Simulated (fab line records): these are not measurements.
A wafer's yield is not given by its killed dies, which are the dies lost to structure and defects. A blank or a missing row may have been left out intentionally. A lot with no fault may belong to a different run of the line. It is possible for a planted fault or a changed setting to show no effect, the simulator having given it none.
Which tool is to blame?	flow sfq_line	39 wafers from 13 lots sampled at 2 of the route's 325 steps

== WHAT EACH GAUGE READ, for each wafer ==
SFQ_M0_RS_MEAS_904: uses a four-point probe to measure. Usual: M0_NB_RS typically reads 0.891 ohm/sq, with standard deviation 0.008.
lot	measured	on	M0_NB_RS (ohm/sq)	flag
L562	day 6 19:04	film_metro-02	0.896 0.891 0.899	
L564	day 7 10:28	film_metro-03	0.899 0.900 0.901	
L566	day 7 22:04	film_metro-03	0.888 0.888 0.886	
L567	day 8 04:44	film_metro-03	0.877 0.881 0.876	
L568	day 8 11:56	film_metro-02	0.885 0.897 0.887	
L569	day 8 18:07	film_metro-01	0.881 0.883 0.882	
L570	day 8 20:20	film_metro-01	0.901 0.892 0.895	
L571	day 9 01:09	film_metro-01	0.884 0.886 0.890	
L574	day 9 22:55	film_metro-02	0.891 0.885 0.892	
L575	day 10 06:04	film_metro-02	0.907 0.903 0.902	
L581	day 12 10:57	film_metro-02	0.890 1.155 0.890	OFF
L584	day 13 10:31	film_metro-03	0.902 0.891 0.891	
L585	day 13 17:43	film_metro-02	0.883 0.881 0.891	

== TOOL THAT RAN EACH LOT (tool first, then ch and the chambers of the sampled wafers, then the start) ==
lot	SFQ_TRILAYER_M0_DEP_SPUTTER_019
L562	pvd_sputter-04, day 6 17:58
L564	pvd_sputter-04, day 7 10:22
L566	pvd_sputter-06, day 7 21:55
L567	pvd_sputter-05, day 8 04:38
L568	pvd_sputter-05, day 8 11:50
L569	pvd_sputter-04, day 8 18:01
L570	pvd_sputter-06, day 8 20:14
L571	pvd_sputter-06, day 9 01:02
L574	pvd_sputter-05, day 9 22:48
L575	pvd_sputter-06, day 10 05:59
L581	pvd_sputter-05, day 12 10:50
L584	pvd_sputter-04, day 13 10:25
L585	pvd_sputter-04, day 13 17:37
- SFQ_TRILAYER_M0_DEP_SPUTTER_019: material Nb, target thk 200 nm, time 133.3 s.

== AS READ BY THE TOOLS THEMSELVES (means over the sampled wafers that have a number; for cases with no such wafer, the mark the record gives instead) ==
SFQ_TRILAYER_M0_DEP_SPUTTER_019. Usual: chamber_pressure_pa 0.1333 Pa, standard deviation 0.00024; throttle_valve_pct 29.9 %, standard deviation 0.9.
lot	tool	chamber_pressure_pa (Pa)	throttle_valve_pct (%)	flag
L562	pvd_sputter-04	0.1333	30.0	
L564	pvd_sputter-04	0.1332	30.7	
L566	pvd_sputter-06	0.1335	29.3	
L567	pvd_sputter-05	0.1333	30.0	
L568	pvd_sputter-05	0.1332	30.2	
L569	pvd_sputter-04	0.1336	30.8	
L570	pvd_sputter-06	0.1336	30.1	
L571	pvd_sputter-06	0.1334	29.5	
L574	pvd_sputter-05	0.1332	30.1	
L575	pvd_sputter-06	0.1333	29.6	
L581	pvd_sputter-05	0.1336	30.3	
L584	pvd_sputter-04	0.1331	30.7	
L585	pvd_sputter-04	0.1335	29.4	

== THE ANSWER, worked out from the rows above alone ==
Rule: a lot counts as off when the mean over its wafers that have a number is more than 3 standard deviations away from the usual mean. A lot without any number at a reading at which 4 lots or more have one is off too. Where the step has rows for the other lots, those lots are counted as sound. First the gauges in route order, then the tools' own readings, where a lot's mean is used as printed above. The first step at which some lot is off is used, and at that step the reading that is off furthest; a lot without a number counts as furthest.
Off: at SFQ_M0_RS_MEAS_904 (M0_NB_RS), L581.
A tool fits if, at a process step before that reading, it ran every lot that is off, and no sound lot after the first of them. Those tools and the gauges at SFQ_M0_RS_MEAS_904 are tried in the same way. One fits: pvd_sputter-05 at SFQ_TRILAYER_M0_DEP_SPUTTER_019. Its last sound lot is L574 (day 9 22:48), its first lot that is off L581 (day 12 10:50): a fault that began between those two fits.

== WHAT THE SIMULATOR PUT IN ==
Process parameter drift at SFQ_TRILAYER_M0_DEP_SPUTTER_019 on pvd_sputter-05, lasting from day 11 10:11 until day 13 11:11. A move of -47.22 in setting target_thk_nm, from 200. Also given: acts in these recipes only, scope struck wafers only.
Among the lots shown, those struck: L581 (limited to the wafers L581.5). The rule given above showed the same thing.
